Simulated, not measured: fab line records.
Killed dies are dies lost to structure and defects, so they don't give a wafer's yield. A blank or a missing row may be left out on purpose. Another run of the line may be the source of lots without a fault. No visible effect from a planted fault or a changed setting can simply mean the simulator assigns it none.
Which tool was responsible? -- flow sky130 -- 12 lots, 35 wafers sampled, at 1 step of a route of 708

== WHAT THE GAUGES READ, wafer by wafer ==
SKY_VIA1_THK_MEAS_23: measures by xrf. Usual: VIA1_W_THK gives 265 nm (standard deviation 3.6).
lot,measured,on,VIA1_W_THK (nm),flag
L726,day 35 00:23,film metro-02,263 266 261,
L727,day 35 13:45,film metro-04,264 263 263,
L729,day 36 05:37,film metro-04,265 265 265,
L730,day 36 06:18,film metro-01,263 265 266,
L733,day 36 23:25,film metro-01,267 265 271,
L732,day 37 00:34,film metro-01,265 267 266,
L735,day 37 22:58,film metro-04,267 270 264,
L740,day 39 09:58,film metro-04,262 265,
L743,day 40 07:52,film metro-01,271 265 269,
L745,day 40 21:10,film metro-02,264 268 267,
L747,day 41 03:53,film metro-04,271 263 271,
L748,day 41 11:02,film metro-01,253 256 269,

== WHAT TOOL EACH LOT RAN ON (gives the tool, then ch and the chambers of the sampled wafers, and finally the start) ==
Before these readings, the record contains no process step.

== WHAT THE TOOLS THEMSELVES READ (means of the sampled wafers that have a number; where no wafer has one, the mark that the record gives instead) ==
The record holds no such reading with a usual standard deviation.

== THE ANSWER, worked out from the rows above alone ==
Rule: take the mean of a lot's wafers that have a number; if it is more than 3 standard deviations from the usual mean, the lot is off. Also off: a lot with no number at a reading for which 4 or more lots have one. All remaining lots with rows at the step are treated as sound. Order of review: gauges by route order, followed by the tools' own readings, for which a lot's mean as printed above is used. At the first step where some lot is off, the reading lying furthest off is the one used; lots without a number count as furthest.
None of the lots is off at any reading shown; this tells nothing.

== WHAT THE SIMULATOR HAD INSERTED ==
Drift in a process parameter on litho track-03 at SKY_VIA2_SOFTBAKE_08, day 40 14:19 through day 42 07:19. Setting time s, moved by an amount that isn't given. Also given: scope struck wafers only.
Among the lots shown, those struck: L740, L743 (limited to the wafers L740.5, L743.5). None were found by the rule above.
